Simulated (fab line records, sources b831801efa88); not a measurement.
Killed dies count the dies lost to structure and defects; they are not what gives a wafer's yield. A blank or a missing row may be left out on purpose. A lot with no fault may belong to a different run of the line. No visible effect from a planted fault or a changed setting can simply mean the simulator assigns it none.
fab line records	flow sky130
record lots=24	wafers=72	lastDay=50
route steps=708 shown VIA1@472 VIA2@531 METAL3@534 CAP2M@616
lots that met no fault: from a run of the same line without faults
startH: the number of hours between the record's first day and the start of the first shown wafer of the lot	waitH: hours elapsed since this lot's preceding step	" repeats the value in the row above	L1.1+2: several wafers, shown together as one row	- either no value or no given start	* or withheld: withheld	< > ~ a bound
route shown NAME@n: names a module that has steps shown in the file, with the first one's number in the route	usual: mean and standard deviation over wafers with no fault	same: alike in all rows	chamber/n: place in a boat	sites: the reading at each site	_std_site: standard deviation across them	_edge_site: the outer-site mean with the inner-site mean subtracted	radiusMm: how far each site lies from the wafer's centre	mask NAME#n: copy n	behind: the tool/chamber that last shaped the wafer	hold: why the lot was held/for how many hours/how that ended	device: whichever transistor did not switch (one of n, p or np)	end of line: at the end of the route, the tests of the same wafers	for a step that has no rows: nothing shown but its recipe	killed: the dies lost at the first sort to structure and to defects; this is not the yield of the wafer	map: a wafer's dies, x killed, . not, _ none there
set.NAME: the run value of the setting; set.NAME@STEP: its run value at that earlier step	model.NAME: the simulator's own value behind a step, which no gauge read
one table for each step of the route and one row for each wafer, over a sample of lots
services: a tool's chamber out of use, with start hour (startH, from the record's first day; less than 0 if before it), hours out, and reason
## steps
# step SKY_VIA1_ETCH_14
# recipe chemistry=N2/H2	target=BARC	ionEnergyEv=200	sourceW=500	biasW=100	pressureMtorr=30	n2FlowSccm=100	h2FlowSccm=200	stopOn=SiO2	timeS=45.9	targetDepthA=600
# usual chamberPressureMTorr=30.003/0.028	drypumpMotorCurrentA=5.7/0.34	oesProductAu=0.855/0.0045	throttleValvePct=13.225/0.0095
lot.wafer	tool	chamber	startH	waitH	chamberPressureMTorr	drypumpMotorCurrentA	oesProductAu	rfHoursCounterH	throttleValvePct
L074.2	rieDiel-02	2	785.74	0.0	29.983	5.6	0.849	20	13.230
L074.4	"	2	"	"	29.947	5.6	0.849	-	13.216
L074.5	"	3	"	"	29.991	5.2	0.853	-	13.240
L075.1	rieDiel-04	1	794.41	0.0	30.009	5.9	0.846	2	13.242
L075.4	"	2	"	"	29.998	5.2	0.850	31	13.221
L075.5	"	3	"	"	30.005	6.0	0.857	-	13.220
L076.3	rieDiel-04	1	811.36	0.0	29.976	5.9	0.859	2	13.221
L076.4	"	0	"	"	29.982	5.9	0.845	-	13.212
L076.6	"	3	"	"	29.982	6.0	0.855	-	13.223
L077.1	rieDiel-02	2	812.64	0.0	30.018	5.6	0.857	20	13.231
L077.2	"	3	"	"	30.019	5.2	0.857	9	13.225
L077.4	"	0	"	"	29.991	5.4	0.860	15	13.225
L078.2	rieDiel-04	3	821.86	0.0	30.011	6.1	0.853	5	13.217
L078.3	"	1	"	"	30.012	5.9	0.863	2	13.233
L078.4	"	0	"	"	30.016	5.9	0.861	-	13.220
L079.1	rieDiel-02	1	833.01	0.0	30.035	5.9	0.853	7	13.241
L079.4	"	2	"	"	30.004	5.6	0.855	21	13.220
L079.5	"	0	"	"	30.023	5.4	0.854	-	13.242
L080.2	rieDiel-04	3	843.19	0.0	29.975	6.1	0.856	5	13.215
L080.3	"	1	"	"	29.981	5.8	0.864	3	13.237
L080.4	"	0	"	"	29.980	5.9	0.857	8	13.227
L081.1	rieDiel-04	3	851.14	0.0	30.091	6.0	0.850	5	13.237
L081.2	"	1	"	"	30.015	5.9	0.855	3	13.228
L081.4	"	0	"	"	30.006	5.9	0.861	-	13.241
L082.1	rieDiel-02	1	856.79	0.0	30.008	5.9	0.850	8	13.221
L082.3	"	2	"	"	29.971	5.6	0.856	22	13.218
L082.6	"	1	"	"	29.991	5.9	0.853	-	13.218
L083.1	rieDiel-04	1	860.31	0.0	30.040	5.9	0.857	3	13.214
L083.2	"	2	"	"	29.998	5.3	0.859	0	13.234
L083.3	"	0	"	"	29.992	5.9	0.853	8	13.223
L084.1	rieDiel-01	3	871.24	0.0	30.050	5.8	0.850	4	13.231
L084.2	"	1	"	"	29.985	5.3	0.860	26	13.244
L084.6	"	3	"	"	29.966	5.8	0.848	-	13.236
L085.2	rieDiel-01	3	881.44	0.0	30.007	5.8	0.850	4	13.231
L085.4	"	1	"	"	29.974	5.3	0.859	26	13.215
L085.5	"	0	"	"	30.005	6.5	0.856	-	13.211
L086.2	rieDiel-01	1	889.06	0.0	29.941	5.3	0.858	27	13.220
L086.4	"	2	"	"	29.999	5.7	0.852	6	13.227
L086.5	"	3	"	"	29.965	5.8	0.850	-	13.229
L087.2	rieDiel-02	1	889.41	0.0	30.013	5.9	0.855	9	13.236
L087.3	"	2	"	"	30.034	5.6	0.849	23	13.217
L087.5	"	3	"	"	30.026	5.2	0.860	-	13.221
L088.1	rieDiel-04	1	902.54	0.0	30.007	5.9	0.857	4	13.224
L088.4	"	2	"	"	29.976	5.2	0.859	1	13.234
L088.5	"	3	"	"	29.974	6.1	0.852	-	13.210
L089.1	rieDiel-01	0	906.56	0.0	30.027	6.5	0.857	12	13.217
L089.5	"	0	"	"	30.005	6.5	0.857	-	13.232
L089.6	"	3	"	"	30.020	5.8	0.855	-	13.216
L090.2	rieDiel-04	1	910.59	0.0	30.002	5.9	0.854	4	13.206
L090.4	"	0	"	"	30.016	5.9	0.856	9	13.217
L090.6	"	0	"	"	30.066	5.9	0.853	-	13.234
L091.1	rieDiel-02	2	921.41	0.0	29.992	5.6	0.854	24	13.239
L091.5	"	1	"	"	30.018	6.0	0.853	-	13.211
L091.6	"	0	"	"	29.928	5.4	0.854	-	13.211
L092.3	rieDiel-01	1	926.64	0.0	30.005	5.3	0.862	28	13.224
L092.5	"	1	"	"	29.982	5.3	0.847	-	13.224
L092.6	"	2	"	"	30.050	5.7	0.843	-	13.217
L093.2	rieDiel-04	0	935.16	0.0	30.003	5.9	0.859	10	13.216
L093.3	"	2	"	"	30.029	5.3	0.854	2	13.220
L093.5	"	0	"	"	30.065	5.9	0.849	-	13.247
L094.1	rieDiel-04	2	940.96	0.0	30.001	5.3	0.847	2	13.211
L094.3	"	0	"	"	30.000	5.9	0.861	10	13.230
L094.6	"	3	"	"	30.005	6.1	0.859	-	13.221
L095.1	rieDiel-02	2	955.94	0.0	29.977	5.6	0.857	25	13.210
L095.4	"	0	"	"	30.011	5.4	0.860	20	13.224
L095.5	"	3	"	"	29.921	5.2	0.862	-	13.250
L096.3	rieDiel-02	1	959.39	0.0	30.008	5.9	0.852	11	13.217
L096.5	"	2	"	"	30.037	5.6	0.856	-	13.231
L096.6	"	1	"	"	30.012	5.9	0.848	-	13.237
L097.1	rieDiel-02	0	965.36	0.0	30.030	5.3	0.853	20	13.240
L097.3	"	1	"	"	30.014	5.9	0.861	11	13.234
L097.5	"	0	"	"	29.970	5.4	0.856	-	13.221
# step SKY_VIA1_SPUTTER_20
# recipe material=TiN	targetThkNm=20	chamberPressurePa=5	powerW=4000	timeS=80
# usual throttleValvePct=29.4/1
lot.wafer	tool	chamber	startH	waitH	throttleValvePct
L074.2	pvdSputter-03	-	786.42	0.0	29.2
L074.4	"	-	"	"	28.2
L074.5	"	-	"	"	29.2
L075.1	pvdSputter-03	-	795.09	0.0	30.5
L075.4	"	-	"	"	30.2
L075.5	"	-	"	"	28.6
L076.3	pvdSputter-01	-	812.04	0.0	30.1
L076.4	"	-	"	"	29.2
L076.6	"	-	"	"	27.2
L077.1	pvdSputter-03	-	813.32	0.0	30.3
L077.2	"	-	"	"	29.4
L077.4	"	-	"	"	29.5
L078.2	pvdSputter-01	-	822.61	0.0	28.9
L078.3	"	-	"	"	29.9
L078.4	"	-	"	"	27.4
L079.1	pvdSputter-01	-	833.71	0.0	27.4
L079.4	"	-	"	"	31.3
L079.5	"	-	"	"	30.0
L080.2	pvdSputter-01	-	843.88	0.0	27.5
L080.3	"	-	"	"	29.2
L080.4	"	-	"	"	29.9
L081.1	pvdSputter-01	-	851.83	0.0	27.4
L081.2	"	-	"	"	31.0
L081.4	"	-	"	"	29.9
L082.1	pvdSputter-03	-	857.51	0.0	30.1
L082.3	"	-	"	"	30.3
L082.6	"	-	"	"	29.3
L083.1	pvdSputter-03	-	861.00	0.0	29.5
L083.2	"	-	"	"	30.2
L083.3	"	-	"	"	28.0
L084.1	pvdSputter-03	-	872.33	0.0	29.4
L084.2	"	-	"	"	30.3
L084.6	"	-	"	"	28.3
L085.2	pvdSputter-04	-	882.16	0.0	28.7
L085.4	"	-	"	"	29.4
L085.5	"	-	"	"	30.8
L086.2	pvdSputter-04	-	889.74	0.0	30.7
L086.4	"	-	"	"	28.7
L086.5	"	-	"	"	28.8
L087.2	pvdSputter-01	-	890.09	0.0	30.9
L087.3	"	-	"	"	27.5
L087.5	"	-	"	"	27.1
L088.1	pvdSputter-04	-	903.31	0.0	29.6
L088.4	"	-	"	"	29.4
L088.5	"	-	"	"	30.6
L089.1	pvdSputter-01	-	907.33	0.0	29.0
L089.5	"	-	"	"	31.1
L089.6	"	-	"	"	29.0
L090.2	pvdSputter-04	-	911.36	0.0	30.7
L090.4	"	-	"	"	30.7
L090.6	"	-	"	"	29.0
L091.1	pvdSputter-01	-	922.12	0.0	29.6
L091.5	"	-	"	"	29.5
L091.6	"	-	"	"	31.1
L092.3	pvdSputter-01	-	927.33	0.0	29.9
L092.5	"	-	"	"	29.0
L092.6	"	-	"	"	27.5
L093.2	pvdSputter-01	-	935.85	0.0	27.3
L093.3	"	-	"	"	30.0
L093.5	"	-	"	"	30.2
L094.1	pvdSputter-03	-	941.64	0.0	28.4
L094.3	"	-	"	"	29.1
L094.6	"	-	"	"	28.2
L095.1	pvdSputter-04	-	956.65	0.0	28.7
L095.4	"	-	"	"	29.5
L095.5	"	-	"	"	29.3
L096.3	pvdSputter-04	-	960.08	0.0	29.5
L096.5	"	-	"	"	29.6
L096.6	"	-	"	"	28.7
L097.1	pvdSputter-03	-	966.04	0.0	28.3
L097.3	"	-	"	"	30.0
L097.5	"	-	"	"	28.4
# step SKY_VIA2_CMP_24
# recipe stopOn=SiO2	tOverpolishS=20	downForcePsi=3.5	platenRpm=60	targetThkNm=0	padVelocityMS=0.94248
# usual motorCurrentA=9.9/1.1	overpolishRunS=20.001/0.0097	slurryFilterDpKPa=13.48/0.14	timeToEndpointS=103/3.2
lot.wafer	tool	chamber	startH	waitH	motorCurrentA	overpolishRunS	slurryFilterDpKPa	timeToEndpointS
L074.2	cmp-01	3	842.65	0.0	10.9	19.991	13.53	106
L074.4	"	2	"	"	8.2	19.985	13.36	104
L074.5	"	0	"	"	8.9	20.013	13.73	103
L075.4	cmp-01	1	851.43	0.0	10.0	19.990	13.32	104
L075.1	"	3	"	"	9.6	20.004	13.36	102
L075.5	"	2	"	"	8.7	20.004	13.47	103
L076.3	cmp-02	1	868.69	0.1	12.0	20.004	13.19	98
L076.4	"	2	"	"	10.7	20.002	13.38	100
L076.6	"	0	"	"	8.9	19.989	13.50	98
L077.4	cmp-01	3	869.58	0.0	10.4	20.001	13.40	103
L077.2	"	0	"	"	9.6	19.986	13.55	102
L077.1	"	2	"	"	8.3	20.004	13.48	104
L078.4	cmp-01	0	879.20	0.0	9.0	19.999	13.55	107
L078.2	"	1	"	"	9.8	19.997	13.46	108
L078.3	"	3	"	"	10.5	20.003	13.73	104
L079.1	cmp-01	2	889.56	0.1	8.4	20.005	13.52	99
L079.4	"	3	"	"	10.7	19.998	13.62	101
L079.5	"	2	"	"	8.4	20.006	13.76	101
L080.3	cmp-02	1	899.59	0.1	11.7	20.000	13.29	105
L080.2	"	2	"	"	10.0	19.994	13.32	100
L080.4	"	3	"	"	11.4	20.011	13.64	104
L081.4	cmp-01	1	907.21	0.0	10.2	20.007	13.66	103
L081.2	"	2	"	"	8.2	19.997	13.64	101
L081.1	"	3	"	"	10.8	19.985	13.51	102
L082.1	cmp-02	1	912.78	0.2	11.9	19.995	13.68	105
L082.3	"	2	"	"	10.1	20.011	13.52	105
L082.6	"	1	"	"	11.9	20.006	13.61	104
L083.1	cmp-01	2	916.30	0.5	8.3	20.008	13.59	100
L083.2	"	3	"	"	10.9	20.018	13.26	103
L083.3	"	0	"	"	9.0	20.002	13.66	103
L084.1	cmp-01	0	927.24	0.1	9.3	20.009	13.63	99
L084.2	"	2	"	"	8.9	20.012	13.30	103
L084.6	"	0	"	"	9.5	19.992	13.36	104
L085.4	cmp-02	3	936.29	0.0	10.3	19.998	13.24	103
L085.2	"	1	"	"	11.2	19.997	13.41	104
L085.5	"	0	"	"	8.6	20.007	13.37	99
L086.2	cmp-01	2	943.69	0.0	8.3	20.009	13.55	102
L086.4	"	1	"	"	10.1	20.014	13.51	106
L086.5	"	3	"	"	10.1	20.008	13.45	100
L087.2	cmp-02	0	943.78	0.0	8.7	20.006	13.49	100
L087.3	"	2	"	"	10.4	20.011	13.54	101
L087.5	"	1	"	"	11.1	20.007	13.54	106
L088.4	cmp-02	0	955.79	0.1	8.4	19.993	13.32	104
L088.1	"	2	"	"	10.2	20.010	13.34	103
L088.5	"	3	"	"	10.2	20.018	13.45	103
L089.1	cmp-01	2	959.17	0.1	8.4	20.010	13.44	100
L089.6	"	0	"	"	9.3	20.011	13.58	95
L089.5	"	1	"	"	10.6	20.004	13.47	100
L090.2	cmp-01	3	964.32	0.1	10.6	20.002	13.55	106
L090.4	"	0	"	"	9.2	20.008	13.58	105
L090.6	"	2	"	"	8.1	20.000	13.52	104
L091.1	cmp-02	0	974.77	0.1	8.8	20.009	13.30	105
L091.6	"	2	"	"	9.9	19.985	13.37	102
L091.5	"	3	"	"	10.6	20.031	13.57	108
L092.3	cmp-02	2	978.64	0.1	10.8	20.005	13.48	102
L092.6	"	1	"	"	12.1	20.015	13.41	103
L092.5	"	2	"	"	10.3	19.993	13.24	97
L093.2	cmp-01	3	987.84	0.0	10.3	19.993	13.27	104
L093.3	"	0	"	"	9.1	19.995	13.47	101
L093.5	"	3	"	"	10.9	19.997	13.17	101
L094.1	cmp-02	3	992.93	0.1	11.3	19.989	13.55	109
L094.3	"	0	"	"	8.6	19.991	13.61	103
L094.6	"	2	"	"	10.3	19.994	13.61	104
L095.4	cmp-02	0	1006.89	0.1	8.4	19.982	13.57	97
L095.1	"	2	"	"	10.2	20.002	13.48	100
L095.5	"	3	"	"	10.8	19.993	13.83	105
L096.3	cmp-01	2	1010.75	0.0	8.7	20.010	13.30	107
L096.5	"	2	"	"	8.8	20.009	13.19	100
L096.6	"	3	"	"	10.0	19.998	13.31	101
L097.3	cmp-02	1	1016.24	0.0	11.9	20.008	13.47	100
L097.1	"	3	"	"	11.0	20.004	13.63	105
L097.5	"	1	"	"	11.5	19.994	13.47	106
# step SKY_METAL3_SPUTTER_02
# recipe material=AlCu	targetThkNm=735	powerW=10600	timeS=39.1	chamberPressurePa=0.4
# usual throttleValvePct=29.8/0.78
lot.wafer	tool	chamber	startH	waitH	throttleValvePct
L074.2	pvdSputter-04	-	843.00	0.0	30.5
L074.4	"	-	"	"	28.7
L074.5	"	-	"	"	29.4
L075.1	pvdSputter-04	-	851.78	0.0	28.9
L075.4	"	-	"	"	29.5
L075.5	"	-	"	"	29.1
L076.3	pvdSputter-03	-	868.94	0.0	29.2
L076.4	"	-	"	"	30.4
L076.6	"	-	"	"	30.3
L077.1	pvdSputter-04	-	869.93	0.0	30.6
L077.2	"	-	"	"	28.7
L077.4	"	-	"	"	29.4
L078.2	pvdSputter-03	-	879.55	0.0	28.1
L078.3	"	-	"	"	30.1
L078.4	"	-	"	"	29.5
L079.1	pvdSputter-03	-	889.91	0.0	30.4
L079.4	"	-	"	"	29.4
L079.5	"	-	"	"	28.2
L080.2	pvdSputter-04	-	899.89	0.0	29.5
L080.3	"	-	"	"	29.5
L080.4	"	-	"	"	28.9
L081.1	pvdSputter-02	-	907.56	0.0	30.7
L081.2	"	-	"	"	29.1
L081.4	"	-	"	"	30.6
L082.1	pvdSputter-03	-	913.13	0.0	30.2
L082.3	"	-	"	"	29.5
L082.6	"	-	"	"	30.2
L083.1	pvdSputter-02	-	916.65	0.0	30.8
L083.2	"	-	"	"	29.0
L083.3	"	-	"	"	29.5
L084.1	pvdSputter-02	-	927.59	0.0	29.8
L084.2	"	-	"	"	31.1
L084.6	"	-	"	"	28.9
L085.2	pvdSputter-02	-	936.64	0.0	31.0
L085.4	"	-	"	"	29.3
L085.5	"	-	"	"	29.6
L086.2	pvdSputter-03	-	944.04	0.0	29.9
L086.4	"	-	"	"	30.2
L086.5	"	-	"	"	30.3
L087.2	pvdSputter-04	-	944.13	0.0	30.7
L087.3	"	-	"	"	29.1
L087.5	"	-	"	"	29.3
L088.1	pvdSputter-02	-	956.09	0.0	29.0
L088.4	"	-	"	"	30.8
L088.5	"	-	"	"	30.9
L089.1	pvdSputter-02	-	959.42	0.0	28.8
L089.5	"	-	"	"	29.3
L089.6	"	-	"	"	30.8
L090.2	pvdSputter-04	-	964.61	0.0	29.8
L090.4	"	-	"	"	28.7
L090.6	"	-	"	"	29.4
L091.1	pvdSputter-04	-	975.01	0.0	29.6
L091.5	"	-	"	"	30.7
L091.6	"	-	"	"	29.4
L092.3	pvdSputter-02	-	978.94	0.0	30.7
L092.5	"	-	"	"	30.6
L092.6	"	-	"	"	29.1
L093.2	pvdSputter-04	-	988.19	0.0	28.7
L093.3	"	-	"	"	30.4
L093.5	"	-	"	"	28.8
L094.1	pvdSputter-04	-	993.23	0.0	28.9
L094.3	"	-	"	"	30.6
L094.6	"	-	"	"	28.9
L095.1	pvdSputter-02	-	1007.19	0.0	30.7
L095.4	"	-	"	"	29.1
L095.5	"	-	"	"	30.9
L096.3	pvdSputter-02	-	1011.10	0.0	29.0
L096.5	"	-	"	"	31.0
L096.6	"	-	"	"	29.7
L097.1	pvdSputter-02	-	1016.59	0.0	29.0
L097.3	"	-	"	"	30.7
L097.5	"	-	"	"	31.0
# step SKY_CAP2M_METAL_ETCH_13
# recipe targetDepthNm=220	stopOn=SiO2	chemistry=Cl2/BCl3	target=TiN	pressureMtorr=10	icpW=900	biasW=48.5	Cl2_flow_sccm=60	bcl3FlowSccm=30	timeS=62.9
# usual chamberPressureMTorr=10.001/0.0087	drypumpMotorCurrentA=5.9/0.44	oesProductAu=0.942/0.0066	throttleValvePct=21.901/0.01
lot.wafer	tool	chamber	startH	waitH	chamberPressureMTorr	drypumpMotorCurrentA	oesProductAu	rfHoursCounterH	throttleValvePct
L074.2	rieMetal-01	1	948.60	0.0	9.997	6.6	0.935	-	21.920
L074.4	"	1	"	"	9.994	6.7	0.953	-	21.900
L074.5	"	1	"	"	10.005	6.7	0.941	-	21.903
L075.1	rieMetal-03	1	956.50	0.0	9.998	5.7	0.944	7	21.890
L075.4	"	1	"	"	10.012	5.7	0.948	-	21.926
L075.5	"	0	"	"	10.011	6.1	0.942	-	21.892
L076.3	rieMetal-03	0	973.22	0.0	10.013	6.1	0.927	-	21.905
L076.4	"	1	"	"	9.998	5.7	0.942	-	21.907
L076.6	"	0	"	"	10.006	6.2	0.940	-	21.901
L077.1	rieMetal-03	1	974.45	0.0	10.005	5.7	0.949	8	21.898
L077.2	"	0	"	"	9.997	6.1	0.941	17	21.908
L077.4	"	0	"	"	10.005	6.1	0.948	-	21.896
L078.2	rieMetal-03	1	981.42	0.0	9.999	5.7	0.938	8	21.886
L078.3	"	1	"	"	10.000	5.7	0.955	-	21.905
L078.4	"	0	"	"	10.004	6.1	0.943	-	21.893
L079.1	rieMetal-02	1	989.90	0.0	10.014	5.3	0.941	16	21.889
L079.4	"	1	"	"	10.012	5.3	0.947	-	21.896
L079.5	"	1	"	"	9.994	5.3	0.941	-	21.905
L080.2	rieMetal-01	1	1001.22	0.0	10.004	6.7	0.949	-	21.899
L080.3	"	1	"	"	10.010	6.7	0.942	-	21.898
L080.4	"	1	"	"	9.994	6.6	0.941	-	21.916
L081.1	rieMetal-03	0	1007.90	0.0	10.005	6.1	0.937	19	21.898
L081.2	"	1	"	"	9.993	5.7	0.949	10	21.910
L081.4	"	1	"	"	10.014	5.7	0.945	-	21.897
L082.1	rieMetal-02	1	1012.95	0.0	9.991	5.3	0.935	17	21.904
L082.3	"	0	"	"	9.984	5.8	0.931	-	21.901
L082.6	"	1	"	"	9.993	5.3	0.947	-	21.915
L083.1	rieMetal-03	0	1017.27	0.0	10.000	6.2	0.953	19	21.913
L083.2	"	1	"	"	10.018	5.7	0.947	10	21.890
L083.3	"	1	"	"	10.000	5.7	0.941	-	21.902
L084.1	rieMetal-02	1	1026.42	0.0	10.007	5.3	0.939	18	21.905
L084.2	"	0	"	"	10.006	5.9	0.953	9	21.910
L084.6	"	1	"	"	9.997	5.3	0.934	-	21.910
L085.2	rieMetal-02	1	1033.20	0.0	10.001	5.3	0.942	18	21.905
L085.4	"	0	"	"	10.016	5.9	0.940	-	21.922
L085.5	"	0	"	"	10.001	5.9	0.948	-	21.893
L086.2	rieMetal-03	0	1041.05	0.0	9.987	6.1	0.930	21	21.917
L086.4	"	0	"	"	10.012	6.1	0.939	-	21.891
L086.5	"	1	"	"	10.001	5.7	0.936	-	21.912
L087.2	rieMetal-02	0	1042.30	0.0	10.001	5.9	0.944	10	21.876
L087.3	"	1	"	"	9.999	5.3	0.950	-	21.897
L087.5	"	0	"	"	9.987	5.9	0.928	-	21.917
L088.1	rieMetal-01	0	1053.15	0.0	9.998	5.9	0.938	9	21.910
L088.4	"	0	"	"	10.007	5.9	0.944	-	21.900
L088.5	"	0	"	"	9.991	5.9	0.934	-	21.898
L089.1	rieMetal-03	1	1056.42	0.0	10.005	5.7	0.945	12	21.897
L089.5	"	0	"	"	9.995	6.2	0.937	-	21.909
L089.6	"	1	"	"	10.004	5.7	0.945	-	21.888
L090.2	rieMetal-01	0	1060.47	0.0	9.996	5.9	0.931	10	21.908
L090.4	"	0	"	"	9.992	5.9	0.931	-	21.919
L090.6	"	0	"	"	10.006	5.9	0.930	-	21.900
L091.1	rieMetal-02	1	1070.82	0.0	10.014	5.3	0.948	20	21.904
L091.5	"	0	"	"	10.004	5.9	0.953	-	21.891
L091.6	"	1	"	"	10.002	5.3	0.956	-	21.894
L092.3	rieMetal-01	0	1073.13	0.0	10.005	5.9	0.938	-	21.904
L092.5	"	1	"	"	9.997	6.6	0.946	-	21.896
L092.6	"	0	"	"	10.014	5.9	0.944	-	21.905
L093.2	rieMetal-03	0	1082.80	0.0	9.989	6.1	0.935	23	21.910
L093.3	"	0	"	"	9.993	6.2	0.945	-	21.903
L093.5	"	0	"	"	10.013	6.1	0.943	-	21.896
L094.1	rieMetal-01	0	1086.90	0.0	9.987	5.9	0.933	11	21.920
L094.3	"	0	"	"	9.995	5.9	0.942	-	21.908
L094.6	"	1	"	"	9.997	6.7	0.933	-	21.901
L095.1	rieMetal-02	0	1098.20	0.0	10.008	5.9	0.943	14	21.903
L095.4	"	1	"	"	10.020	5.2	0.943	-	21.903
L095.5	"	1	"	"	9.998	5.3	0.935	-	21.896
L096.3	rieMetal-01	0	1100.53	0.0	9.994	5.9	0.934	-	21.908
L096.5	"	1	"	"	10.011	6.7	0.942	-	21.902
L096.6	"	0	"	"	9.990	5.9	0.945	-	21.886
L097.1	rieMetal-02	0	1106.00	0.0	10.017	5.9	0.941	15	21.904
L097.3	"	1	"	"	10.006	5.3	0.934	-	21.910
L097.5	"	0	"	"	10.001	5.9	0.939	-	21.918
# step SKY_CAP2M_STRIP_14
# recipe chemistry=O2/N2	powerW=1400	pressureMtorr=1500	platenTempC=withheld	o2FlowSccm=3000	n2FlowSccm=300	overashFraction=0.5
# usual chamberPressureMTorr=1500.0/1.3	drypumpMotorCurrentA=5.5/0.51	oesProductAu=0.711/0.0041	stripTimeToEndpointS=12.67/0.05
lot.wafer	tool	chamber	startH	waitH	chamberPressureMTorr	drypumpMotorCurrentA	oesProductAu	rfHoursCounterH	stripTimeToEndpointS
L074.2	plasmaAsher-02	1	948.73	0.1	1501.2	4.7	0.710	116	12.65
L074.4	"	0	"	"	1498.1	6.1	0.709	-	12.64
L074.5	"	1	"	"	1499.6	4.8	0.714	-	12.65
L075.1	plasmaAsher-04	0	956.57	0.1	1499.7	5.6	0.713	23	12.61
L075.4	"	0	"	"	1501.7	5.6	0.712	-	12.63
L075.5	"	1	"	"	1501.4	5.0	0.709	-	12.60
L076.3	plasmaAsher-02	0	973.31	0.1	1498.4	6.0	0.708	-	12.71
L076.4	"	1	"	"	1500.1	4.8	0.710	-	12.71
L076.6	"	0	"	"	1501.7	6.0	0.719	-	12.71
L077.1	plasmaAsher-04	0	974.52	0.1	1498.2	5.6	0.711	25	12.69
L077.2	"	1	"	"	1498.5	5.0	0.717	25	12.75
L077.4	"	0	"	"	1501.5	5.6	0.704	-	12.74
L078.2	plasmaAsher-02	1	981.50	0.1	1500.2	4.8	0.721	120	12.67
L078.3	"	0	"	"	1501.4	6.0	0.708	-	12.70
L078.4	"	1	"	"	1499.2	4.8	0.714	-	12.68
L079.1	plasmaAsher-02	1	989.98	0.1	1501.7	4.8	0.715	121	12.69
L079.4	"	0	"	"	1497.0	6.1	0.707	-	12.68
L079.5	"	0	"	"	1498.4	6.0	0.704	-	12.69
L080.2	plasmaAsher-04	0	1001.35	0.1	1499.0	5.6	0.712	28	12.73
L080.3	"	0	"	"	1498.3	5.6	0.715	-	12.68
L080.4	"	1	"	"	1502.3	5.0	0.706	-	12.72
L081.1	plasmaAsher-04	1	1007.97	0.1	1500.5	5.0	0.704	29	12.71
L081.2	"	0	"	"	1498.0	5.6	0.707	29	12.76
L081.4	"	0	"	"	1499.1	5.6	0.708	-	12.73
L082.1	plasmaAsher-03	0	1013.03	0.1	1501.3	6.1	0.717	83	12.61
L082.3	"	0	"	"	1499.4	6.1	0.711	-	12.71
L082.6	"	1	"	"	1498.1	5.4	0.714	-	12.68
L083.1	plasmaAsher-03	1	1017.35	0.1	1500.0	5.3	0.711	84	12.70
L083.2	"	0	"	"	1500.8	6.1	0.710	84	12.76
L083.3	"	0	"	"	1497.9	6.1	0.711	-	12.74
L084.1	plasmaAsher-03	1	1026.50	0.1	1498.7	5.4	0.709	85	12.60
L084.2	"	0	"	"	1499.4	6.1	0.715	85	12.65
L084.6	"	1	"	"	1499.2	5.4	0.713	-	12.62
L085.2	plasmaAsher-02	0	1033.28	0.1	1499.0	6.0	0.715	125	12.69
L085.4	"	1	"	"	1500.9	4.8	0.708	-	12.74
L085.5	"	1	"	"	1499.7	4.8	0.708	-	12.67
L086.2	plasmaAsher-02	1	1041.13	0.1	1499.6	4.8	0.708	126	12.67
L086.4	"	0	"	"	1497.2	6.0	0.711	-	12.67
L086.5	"	1	"	"	1501.4	4.8	0.706	-	12.66
L087.2	plasmaAsher-02	1	1042.38	0.1	1500.9	4.8	0.704	126	12.70
L087.3	"	1	"	"	1501.8	4.8	0.716	-	12.67
L087.5	"	1	"	"	1498.9	4.8	0.711	-	12.67
L088.1	plasmaAsher-03	0	1053.22	0.1	1500.5	6.1	0.719	88	12.68
L088.4	"	0	"	"	1498.5	6.1	0.703	-	12.68
L088.5	"	0	"	"	1499.3	6.1	0.707	-	12.67
L089.1	plasmaAsher-03	0	1056.50	0.1	1500.1	6.1	0.710	88	12.75
L089.5	"	0	"	"	1499.9	6.1	0.708	-	12.72
L089.6	"	1	"	"	1500.8	5.4	0.715	-	12.76
L090.2	plasmaAsher-04	1	1060.55	0.1	1500.4	5.0	0.703	34	12.71
L090.4	"	0	"	"	1501.5	5.6	0.706	-	12.65
L090.6	"	0	"	"	1500.0	5.6	0.710	-	12.66
L091.1	plasmaAsher-02	1	1070.90	0.1	1501.5	4.8	0.709	1	12.60
L091.5	"	1	"	"	1500.2	4.8	0.715	-	12.60
L091.6	"	0	"	"	1496.3	6.1	0.707	-	12.62
L092.3	plasmaAsher-02	1	1073.21	0.1	1500.7	4.8	0.718	-	12.63
L092.5	"	0	"	"	1501.0	6.0	0.713	-	12.63
L092.6	"	1	"	"	1498.4	4.8	0.719	-	12.70
L093.2	plasmaAsher-04	1	1082.87	0.1	1498.1	5.0	0.706	36	12.66
L093.3	"	0	"	"	1499.6	5.6	0.709	-	12.63
L093.5	"	1	"	"	1499.2	5.0	0.708	-	12.66
L094.1	plasmaAsher-03	0	1086.98	0.1	1500.1	6.1	0.712	90	12.70
L094.3	"	1	"	"	1499.8	5.3	0.704	-	12.71
L094.6	"	1	"	"	1500.1	5.4	0.709	-	12.66
L095.1	plasmaAsher-03	1	1098.27	0.1	1500.3	5.3	0.710	91	12.64
L095.4	"	1	"	"	1499.3	5.4	0.704	-	12.66
L095.5	"	0	"	"	1500.4	6.1	0.718	-	12.66
L096.3	plasmaAsher-04	1	1100.61	0.1	1500.1	5.0	0.704	-	12.73
L096.5	"	1	"	"	1500.6	5.0	0.709	-	12.68
L096.6	"	0	"	"	1499.1	5.6	0.713	-	12.69
L097.1	plasmaAsher-04	0	1106.08	0.1	1501.1	5.6	0.714	39	12.58
L097.3	"	1	"	"	1499.3	5.0	0.707	-	12.61
L097.5	"	1	"	"	1497.5	5.0	0.708	-	12.57
## services
tool	chamber	startH	hours	kind
cmp-01	-	762.51	3.1	repair
rieDiel-04	2	772.95	5.6	repair
cmp-02	-	781.60	3.5	repair
pvdSputter-03	-	801.41	1.7	repair
rieDiel-04	2	849.82	5.8	repair
rieDiel-04	1	854.01	4.6	repair
pvdSputter-03	-	858.67	1.6	repair
cmp-02	-	861.85	5.1	repair
pvdSputter-01	-	872.07	2.3	repair
pvdSputter-03	-	906.77	1.2	repair
cmp-01	-	912.00	4.0	pm
cmp-02	-	927.18	3.9	pm
cmp-01	-	956.40	0.7	repair
pvdSputter-03	-	984.69	34.5	repair
cmp-02	-	986.51	2.3	repair
pvdSputter-03	-	994.92	0.7	repair
cmp-01	-	1025.60	20.1	pm
pvdSputter-04	-	1030.48	4.3	repair
cmp-02	-	1032.89	0.8	repair
pvdSputter-03	-	1047.43	2.6	repair
cmp-01	-	1048.48	2.3	repair
cmp-01	-	1054.07	6.8	pm
cmp-02	-	1072.80	0.5	repair
cmp-02	-	1078.46	4.0	pm
## key
fault none
